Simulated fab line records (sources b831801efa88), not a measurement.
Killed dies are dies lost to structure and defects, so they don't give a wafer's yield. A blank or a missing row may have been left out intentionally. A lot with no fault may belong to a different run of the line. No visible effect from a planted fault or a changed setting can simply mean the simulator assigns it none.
Chamber matching :: flow gf180mcu :: 4 sister chambers for GF_V1_CMP_04 on cmp-02
The step polishes SiO2. 33 wafers are shown with their chamber, then 12 later ones without.

WAFERS WITH THEIR CHAMBER
wafer: L074.1
chamber: 1
motor current A (A): 11.1
platen rpm (rpm): 60.03
time to endpoint s (s): 75

wafer: L074.3
chamber: 3
motor current A (A): 12.9
platen rpm (rpm): 59.98
time to endpoint s (s): 68

wafer: L074.6
chamber: 2
motor current A (A): 13.9
platen rpm (rpm): 60.02
time to endpoint s (s): 73

wafer: L075.2
chamber: 2
motor current A (A): 12.5
platen rpm (rpm): 60.00
time to endpoint s (s): 76

wafer: L075.3
chamber: 3
motor current A (A): 13.4
platen rpm (rpm): 60.07
time to endpoint s (s): 90

wafer: L075.4
chamber: 0
motor current A (A): 12.3
platen rpm (rpm): 60.02
time to endpoint s (s): 79

wafer: L076.1
chamber: 1
motor current A (A): 12.2
platen rpm (rpm): 60.00
time to endpoint s (s): 76

wafer: L076.3
chamber: 2
motor current A (A): 12.8
platen rpm (rpm): 60.00
time to endpoint s (s): 77

wafer: L076.4
chamber: 0
motor current A (A): 12.4
platen rpm (rpm): 60.03
time to endpoint s (s): 73

wafer: L077.3
chamber: 3
motor current A (A): 13.1
platen rpm (rpm): 60.01
time to endpoint s (s): 81

wafer: L077.4
chamber: 2
motor current A (A): 13.6
platen rpm (rpm): 59.97
time to endpoint s (s): 82

wafer: L077.6
chamber: 2
motor current A (A): 13.9
platen rpm (rpm): 59.94
time to endpoint s (s): 79

wafer: L079.1
chamber: 3
motor current A (A): 14.3
platen rpm (rpm): 60.02
time to endpoint s (s): 84

wafer: L079.4
chamber: 2
motor current A (A): 13.6
platen rpm (rpm): 59.94
time to endpoint s (s): 85

wafer: L079.6
chamber: 3
motor current A (A): 12.5
platen rpm (rpm): 60.02
time to endpoint s (s): 89

wafer: L082.3
chamber: 1
motor current A (A): 12.1
platen rpm (rpm): 60.00
time to endpoint s (s): 79

wafer: L082.4
chamber: 3
motor current A (A): 13.2
platen rpm (rpm): 60.00
time to endpoint s (s): 85

wafer: L082.6
chamber: 1
motor current A (A): 12.1
platen rpm (rpm): 60.01
time to endpoint s (s): 90

wafer: L083.3
chamber: 0
motor current A (A): 12.9
platen rpm (rpm): 60.03
time to endpoint s (s): 78

wafer: L083.5
chamber: 2
motor current A (A): 14.1
platen rpm (rpm): 60.02
time to endpoint s (s): 84

wafer: L083.6
chamber: 3
motor current A (A): 12.9
platen rpm (rpm): 60.01
time to endpoint s (s): 89

wafer: L085.3
chamber: 0
motor current A (A): 13.0
platen rpm (rpm): 60.01
time to endpoint s (s): 82

wafer: L085.4
chamber: 2
motor current A (A): 14.2
platen rpm (rpm): 59.95
time to endpoint s (s): 87

wafer: L085.5
chamber: 2
motor current A (A): 13.9
platen rpm (rpm): 59.98
time to endpoint s (s): 86

wafer: L086.1
chamber: 1
motor current A (A): 12.4
platen rpm (rpm): 60.09
time to endpoint s (s): 83

wafer: L086.3
chamber: 2
motor current A (A): 13.3
platen rpm (rpm): 59.98
time to endpoint s (s): 81

wafer: L086.4
chamber: 0
motor current A (A): 12.3
platen rpm (rpm): 59.95
time to endpoint s (s): 78

wafer: L087.2
chamber: 0
motor current A (A): 12.3
platen rpm (rpm): 59.98
time to endpoint s (s): 75

wafer: L087.4
chamber: 1
motor current A (A): 12.2
platen rpm (rpm): 60.06
time to endpoint s (s): 93

wafer: L087.6
chamber: 2
motor current A (A): 13.6
platen rpm (rpm): 60.06
time to endpoint s (s): 91

wafer: L090.2
chamber: 2
motor current A (A): 14.1
platen rpm (rpm): 59.91
time to endpoint s (s): 89

wafer: L090.3
chamber: 3
motor current A (A): 13.4
platen rpm (rpm): 60.08
time to endpoint s (s): 83

wafer: L090.5
chamber: 2
motor current A (A): 13.4
platen rpm (rpm): 59.98
time to endpoint s (s): 90

SIGNATURES, as means of the wafers listed above
reading: motor current A
chamber 0: 12.533
chamber 1: 12.017
chamber 2: 13.608
chamber 3: 13.213
scatter within a chamber: 0.48

reading: platen rpm
chamber 0: 60.0033
chamber 1: 60.0317
chamber 2: 59.9808
chamber 3: 60.0237
scatter within a chamber: 0.0369

reading: time to endpoint s
chamber 0: 77.50
chamber 1: 82.67
chamber 2: 83.08
chamber 3: 83.62
scatter within a chamber: 6.06
Rule: for a wafer and a chamber, the distance is found by dividing, reading by reading, the gap between the wafer's reading and the chamber's mean by the reading's scatter, squaring, summing and taking the root. If the next closest chamber is less than 2 further off than the closest, the wafer can't be placed; otherwise it belongs to the closest. The scatter: the root of (the sum of the squares of (reading less its chamber's mean) over the shown wafers, divided by (wafers less chambers)).

WAFERS WITH NO CHAMBER GIVEN
wafer: L093.1
motor current A (A): 12.6
platen rpm (rpm): 59.99
time to endpoint s (s): 81

wafer: L093.5
motor current A (A): 13.6
platen rpm (rpm): 59.97
time to endpoint s (s): 93

wafer: L093.6
motor current A (A): 12.3
platen rpm (rpm): 60.04
time to endpoint s (s): 98

wafer: L092.1
motor current A (A): 12.3
platen rpm (rpm): 59.95
time to endpoint s (s): 78

wafer: L092.3
motor current A (A): 13.5
platen rpm (rpm): 60.05
time to endpoint s (s): 86

wafer: L092.4
motor current A (A): 13.0
platen rpm (rpm): 59.96
time to endpoint s (s): 87

wafer: L094.3
motor current A (A): 13.1
platen rpm (rpm): 60.00
time to endpoint s (s): 77

wafer: L094.4
motor current A (A): 13.4
platen rpm (rpm): 59.93
time to endpoint s (s): 87

wafer: L094.6
motor current A (A): 13.6
platen rpm (rpm): 59.97
time to endpoint s (s): 89

wafer: L095.2
motor current A (A): 11.8
platen rpm (rpm): 60.02
time to endpoint s (s): 83

wafer: L095.5
motor current A (A): 13.9
platen rpm (rpm): 59.98
time to endpoint s (s): 89

wafer: L095.6
motor current A (A): 12.7
platen rpm (rpm): 60.01
time to endpoint s (s): 83

WHICH CHAMBER EACH WENT THROUGH
wafer: L093.1
from the rows above: can't be placed: 0 or 3 or 1 or 2
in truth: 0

wafer: L093.5
from the rows above: can't be placed: 2 or 3 or 0
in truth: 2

wafer: L093.6
from the rows above: can't be placed: 1 or 3 or 0 or 2
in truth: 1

wafer: L092.1
from the rows above: can't be placed: 0 or 1 or 3 or 2
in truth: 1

wafer: L092.3
from the rows above: can't be placed: 3 or 2 or 0
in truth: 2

wafer: L092.4
from the rows above: can't be placed: 2 or 3 or 0 or 1
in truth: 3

wafer: L094.3
from the rows above: can't be placed: 0 or 3 or 2 or 1
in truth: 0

wafer: L094.4
from the rows above: can't be placed: 2 or 3 or 0
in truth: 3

wafer: L094.6
from the rows above: can't be placed: 2 or 3
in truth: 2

wafer: L095.2
from the rows above: can't be placed: 1 or 0
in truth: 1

wafer: L095.5
from the rows above: can't be placed: 2 or 3
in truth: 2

wafer: L095.6
from the rows above: can't be placed: 0 or 3 or 1 or 2
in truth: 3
Correct placement for 0 of the 12. From these rows, 12 cannot be placed; in 12 the true chamber is one of the candidates. Number placed wrongly: 0.
